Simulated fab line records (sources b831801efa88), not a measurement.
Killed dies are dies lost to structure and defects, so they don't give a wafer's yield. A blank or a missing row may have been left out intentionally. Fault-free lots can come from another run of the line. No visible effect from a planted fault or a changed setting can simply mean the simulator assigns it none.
Which tool is to blame? -- flow sky130 -- Sampling: 24 lots, 72 wafers, 6 of 708 route steps

## WHAT THE GAUGES SHOWED, per wafer
SKY_LI_CONTACT_OVL_MEAS_13. Usual: LI_CONTACT_OVL -3 nm, standard deviation 5.7.
lot,measured,on,LI_CONTACT_OVL (nm),flag
L074,day 29 23:08,overlay-02,-17 -13 -2,
L075,day 31 00:50,overlay-01,-3 -2 -5,
L076,day 30 20:48,overlay-01,-11 -3 -3,
L077,day 30 23:12,overlay-02,-6 -6 -3,
L078,day 31 17:57,overlay-02,-3 -6 -1,
L079,day 31 21:18,overlay-02,1 -4 2,
L080,day 32 04:57,overlay-02,1 2 3,
L081,day 32 03:56,overlay-01,10 2 11,
L082,day 32 22:34,overlay-02,-6 -5 -10,
L083,day 33 01:40,overlay-02,3 2 1,
L084,day 33 07:06,overlay-01,-9 -6 3,
L085,day 33 16:09,overlay-01,-11 -4 -8,
L086,day 34 09:38,overlay-02,6 -6 -4,
L087,day 34 06:34,overlay-01,-4 -10 -5,
L088,day 34 12:23,overlay-02,3 3 -1,
L089,day 35 02:44,overlay-01,-1 -8 -4,
L090,day 35 04:59,overlay-01,-1 -6 -1,
L091,day 35 06:14,overlay-01,-12 -9 1,
L092,day 35 14:21,overlay-01,-5 -8 5,
L093,day 35 16:08,overlay-01,-13 1 -12,
L094,day 36 08:58,overlay-02,3 0 1,
L095,day 36 15:53,overlay-02,-1 14 0,
L096,day 36 17:47,overlay-02,-6 -5 -5,
L097,day 37 08:11,overlay-01,0 -5 -2,

SKY_METAL3_CD_MEAS_13 targets a cd of 300 nm. Usual: cd_nm at 300.0 nm, with a standard deviation of 1.6.
lot,measured,on,cd_nm (nm),flag
L074,day 39 11:34,cd_sem-02,297.3 296.9 298.3,
L075,day 40 12:13,cd_sem-01,299.0 300.4 300.7,
L076,day 40 07:22,cd_sem-02,299.4 299.4 298.4,
L077,day 40 10:10,cd_sem-01,298.9 298.1 298.6,
L078,day 41 02:16,cd_sem-01,299.3 299.2 298.7,
L079,day 41 03:52,cd_sem-02,300.4 301.0 301.5,
L080,day 41 12:50,cd_sem-01,298.9 300.4 299.6,
L081,day 41 11:07,cd_sem-02,299.7 299.7 300.7,
L082,day 42 03:48,cd_sem-01,301.6 302.7 301.7,
L083,day 42 07:14,cd_sem-02,299.3 301.7 301.4,
L084,day 42 09:31,cd_sem-02,298.7 298.5 299.5,
L085,day 42 19:07,cd_sem-02,298.0 299.8 300.1,
L086,day 43 09:29,cd_sem-02,304.5 303.6 304.1,
L087,day 43 07:27,cd_sem-02,302.1 301.2 300.6,
L088,day 43 13:04,cd_sem-02,301.1 301.7 300.2,
L089,day 43 23:37,cd_sem-02,300.3 299.4 300.6,
L090,day 44 02:00,cd_sem-02,300.6 299.5 299.1,
L091,day 44 04:46,cd_sem-01,299.7 299.1 298.5,
L092,day 44 10:14,cd_sem-01,295.8 298.8 296.6,
L093,day 44 11:11,cd_sem-01,301.5 301.2 302.0,
L094,day 45 03:47,cd_sem-02,300.1 301.9 301.5,
L095,day 45 07:17,cd_sem-02,297.7 297.9 298.8,
L096,day 45 09:46,cd_sem-02,300.5 300.3 299.0,
L097,day 45 21:46,cd_sem-02,302.2 302.0 302.0,

SKY_VIA4_RS_MEAS_19: the measuring method here is four-point-probe. Usual: VIA4_W_RS 0.229 ohm/sq, standard deviation 0.0032.
lot,measured,on,VIA4_W_RS (ohm/sq),flag
L074,day 43 19:48,film_metro-04,0.230 0.228 0.232,
L075,day 44 18:08,film_metro-01,0.225 0.225 0.225,
L076,day 44 13:05,film_metro-04,0.227 0.230 0.233,
L077,day 44 16:45,film_metro-03,0.228 0.230 0.230,
L078,day 45 07:58,film_metro-04,0.227 0.227 0.225,
L079,day 45 08:34,film_metro-01,0.233 0.226 0.233,
L080,day 45 17:35,film_metro-01,0.234 0.236 0.234,
L081,day 45 15:35,film_metro-04,0.226 0.235 0.227,
L082,day 46 07:13,film_metro-04,0.225 0.225 0.225,
L083,day 46 07:46,film_metro-03,0.226 0.226 0.225,
L084,day 46 10:35,film_metro-01,0.229 0.229 0.230,
L085,day 46 19:13,film_metro-03,0.223 0.233 0.226,
L086,day 47 08:38,film_metro-03,0.231 0.226 0.229,
L087,day 47 07:04,film_metro-01,0.229 0.226 0.224,
L088,day 47 12:25,film_metro-04,0.234 0.228 0.229,
L089,day 47 21:46,film_metro-01,0.224 0.227 0.225,
L090,day 48 00:04,film_metro-01,0.233 0.227 0.231,
L091,day 48 02:18,film_metro-03,0.226 0.226 0.225,
L092,day 48 05:38,film_metro-03,0.234 0.229 0.232,
L093,day 48 07:55,film_metro-03,0.231 0.228 0.238,
L094,day 48 22:23,film_metro-03,0.228 0.228 0.223,
L095,day 49 00:02,film_metro-04,0.229 0.228 0.228,
L096,day 49 02:57,film_metro-04,0.230 0.228 0.231,
L097,day 49 13:08,film_metro-04,0.227 0.230 0.228,

## EACH LOT AND THE TOOL THAT RAN IT (in order: tool; ch and the chambers of the sampled wafers; start)
lot,SKY_FIELD_ISO_CMP_27,SKY_METAL3_SPUTTER_04,SKY_METAL4_SPUTTER_04
L074,"cmp-01 ch 0,2,3, day 2 12:07","pvd_sputter-02, day 37 06:45","pvd_sputter-02, day 40 15:57"
L075,"cmp-02 ch 1,2, day 2 18:06","pvd_sputter-01, day 38 07:33","pvd_sputter-04, day 41 16:17"
L076,"cmp-02 ch 1,2,3, day 2 20:55","pvd_sputter-01, day 38 03:28","pvd_sputter-03, day 41 11:10"
L077,"cmp-02 ch 0,2,3, day 3 03:32","pvd_sputter-03, day 38 06:13","pvd_sputter-02, day 41 14:12"
L078,"cmp-02 ch 1,2,3, day 3 07:51","pvd_sputter-02, day 38 21:49","pvd_sputter-04, day 42 06:35"
L079,"cmp-01 ch 0,3, day 3 13:07","pvd_sputter-02, day 39 00:54","pvd_sputter-02, day 42 07:45"
L080,"cmp-01 ch 0,1,3, day 3 18:01","pvd_sputter-01, day 39 09:54","pvd_sputter-03, day 42 16:25"
L081,"cmp-01 ch 0,2,3, day 3 21:38","pvd_sputter-01, day 39 08:05","pvd_sputter-02, day 42 15:06"
L082,"cmp-02 ch 0,1, day 4 04:10","pvd_sputter-01, day 40 01:37","pvd_sputter-02, day 43 07:07"
L083,"cmp-02 ch 1,2,3, day 4 09:41","pvd_sputter-02, day 40 05:41","pvd_sputter-02, day 43 09:41"
L084,"cmp-01 ch 1,2,3, day 4 14:23","pvd_sputter-03, day 40 08:53","pvd_sputter-02, day 43 12:16"
L085,"cmp-02 ch 0,1, day 4 20:16","pvd_sputter-01, day 40 17:44","pvd_sputter-03, day 43 21:39"
L086,"cmp-01 ch 0,1, day 5 02:08","pvd_sputter-03, day 41 09:57","pvd_sputter-02, day 44 12:34"
L087,"cmp-01 ch 0,1,2, day 5 05:52","pvd_sputter-03, day 41 06:56","pvd_sputter-03, day 44 10:35"
L088,"cmp-01 ch 0,1,3, day 5 12:00","pvd_sputter-02, day 41 11:27","pvd_sputter-03, day 44 15:48"
L089,"cmp-02 ch 0,1,3, day 5 17:25","pvd_sputter-02, day 41 23:41","pvd_sputter-03, day 45 02:31"
L090,"cmp-02 ch 0,1,2, day 6 00:44","pvd_sputter-03, day 42 02:28","pvd_sputter-04, day 45 04:32"
L091,"cmp-01 ch 1,3, day 6 04:32","pvd_sputter-03, day 42 04:57","pvd_sputter-02, day 45 06:34"
L092,"cmp-02 ch 0,1,2, day 6 08:56","pvd_sputter-01, day 42 11:29","pvd_sputter-02, day 45 11:22"
L093,"cmp-01 ch 0,1,3, day 6 11:44","pvd_sputter-03, day 42 11:43","pvd_sputter-02, day 45 13:15"
L094,"cmp-02 ch 1,2,3, day 6 17:27","pvd_sputter-02, day 43 04:39","pvd_sputter-03, day 46 05:16"
L095,"cmp-02 ch 2,3, day 6 22:53","pvd_sputter-02, day 43 08:35","pvd_sputter-04, day 46 08:35"
L096,"cmp-01 ch 0,1,2, day 7 04:00","pvd_sputter-02, day 43 11:13","pvd_sputter-03, day 46 10:44"
L097,"cmp-02 ch 0,1,3, day 7 08:23","pvd_sputter-02, day 44 00:17","pvd_sputter-03, day 46 22:17"
- SKY_FIELD_ISO_CMP_27: polishes, stops on Si3N4, t overpolish 16 s, target thk 457.8 nm.
- SKY_METAL3_SPUTTER_04: material TiN, target thk 70 nm, time 58.3 s.
- SKY_METAL4_SPUTTER_04: material TiN, target thk 70 nm, time 58.3 s.

## WHAT THE TOOLS THEMSELVES READ (means of the sampled wafers that have a number; where no wafer has one, the mark that the record gives instead)
SKY_FIELD_ISO_CMP_27. Usual: edge_zone_pressure_frac 1.000, standard deviation 0.0047; motor_current_A 11.9 A, standard deviation 1.3; overpolish_run_s 16.000 s, standard deviation 0.0093; platen_rpm 60.00 rpm, standard deviation 0.04; time_to_endpoint_s 111 s, standard deviation 4.9.
lot,tool,edge_zone_pressure_frac,motor_current_A (A),overpolish_run_s (s),platen_rpm (rpm),time_to_endpoint_s (s),flag
L074,cmp-01,0.995,12.3,15.997,60.04,110,
L075,cmp-02,1.008,12.1,15.998,59.98,109,
L076,cmp-02,1.005,12.2,15.995,60.03,118,
L077,cmp-02,1.002,11.4,15.999,60.01,114,
L078,cmp-02,0.997,11.9,16.002,60.05,115,
L079,cmp-01,1.000,13.6,15.993,59.97,112,
L080,cmp-01,0.996,12.9,16.010,60.01,111,
L081,cmp-01,0.999,12.8,16.008,60.04,110,
L082,cmp-02,0.996,10.5,15.999,59.95,109,
L083,cmp-02,1.001,12.0,16.003,59.97,115,
L084,cmp-01,0.997,11.4,16.001,59.99,108,
L085,cmp-02,0.999,10.9,15.993,59.95,108,
L086,cmp-01,0.998,13.1,15.995,59.98,108,
L087,cmp-01,1.001,12.9,15.993,60.01,109,
L088,cmp-01,0.997,12.8,16.003,60.02,111,
L089,cmp-02,0.997,11.4,15.998,59.98,115,
L090,cmp-02,1.000,11.6,16.002,59.98,110,
L091,cmp-01,1.000,11.8,15.999,60.01,106,
L092,cmp-02,0.996,11.3,15.996,59.97,110,
L093,cmp-01,0.999,13.0,16.002,60.05,109,
L094,cmp-02,1.000,12.5,16.002,59.98,109,
L095,cmp-02,1.002,12.5,16.002,59.95,121,
L096,cmp-01,1.001,12.4,16.004,59.99,113,
L097,cmp-02,0.995,11.5,16.001,60.03,110,

SKY_METAL3_SPUTTER_04. Usual: throttle_valve_pct at 30.2 %, with a standard deviation of 1.1.
lot,tool,throttle_valve_pct (%),flag
L074,pvd_sputter-02,31.0,
L075,pvd_sputter-01,30.1,
L076,pvd_sputter-01,30.8,
L077,pvd_sputter-03,29.4,
L078,pvd_sputter-02,30.5,
L079,pvd_sputter-02,29.5,
L080,pvd_sputter-01,30.1,
L081,pvd_sputter-01,30.6,
L082,pvd_sputter-01,30.6,
L083,pvd_sputter-02,31.4,
L084,pvd_sputter-03,29.7,
L085,pvd_sputter-01,30.8,
L086,pvd_sputter-03,29.6,
L087,pvd_sputter-03,29.6,
L088,pvd_sputter-02,30.9,
L089,pvd_sputter-02,29.8,
L090,pvd_sputter-03,29.1,
L091,pvd_sputter-03,29.4,
L092,pvd_sputter-01,30.8,
L093,pvd_sputter-03,29.3,
L094,pvd_sputter-02,29.9,
L095,pvd_sputter-02,30.3,
L096,pvd_sputter-02,30.5,
L097,pvd_sputter-02,29.8,

SKY_METAL4_SPUTTER_04. Usual: throttle_valve_pct at 29.9 %, with a standard deviation of 0.98.
lot,tool,throttle_valve_pct (%),flag
L074,pvd_sputter-02,30.3,
L075,pvd_sputter-04,29.9,
L076,pvd_sputter-03,29.3,
L077,pvd_sputter-02,29.9,
L078,pvd_sputter-04,30.5,
L079,pvd_sputter-02,30.8,
L080,pvd_sputter-03,29.3,
L081,pvd_sputter-02,30.6,
L082,pvd_sputter-02,29.2,
L083,pvd_sputter-02,30.5,
L084,pvd_sputter-02,31.3,
L085,pvd_sputter-03,29.6,
L086,pvd_sputter-02,29.7,
L087,pvd_sputter-03,29.6,
L088,pvd_sputter-03,29.6,
L089,pvd_sputter-03,29.6,
L090,pvd_sputter-04,30.2,
L091,pvd_sputter-02,30.3,
L092,pvd_sputter-02,30.6,
L093,pvd_sputter-02,30.8,
L094,pvd_sputter-03,29.8,
L095,pvd_sputter-04,29.8,
L096,pvd_sputter-03,29.7,
L097,pvd_sputter-03,29.9,

## THE ANSWER, worked out from the rows above alone
Rule: lot off if the mean of its wafers having a number is beyond 3 standard deviations from the usual mean. Also off: a lot with no number at a reading for which 4 or more lots have one. Any other lot the step has rows for is counted as sound. After the gauges, taken in route order, come the tools' own readings; for these a lot's mean is taken, as printed above. At the first step where some lot is off, the reading lying furthest off is the one used; lots without a number count as furthest.
No lot is off on any of the readings shown, so nothing can be concluded from this.

## WHAT HAD BEEN PUT IN BY THE SIMULATOR
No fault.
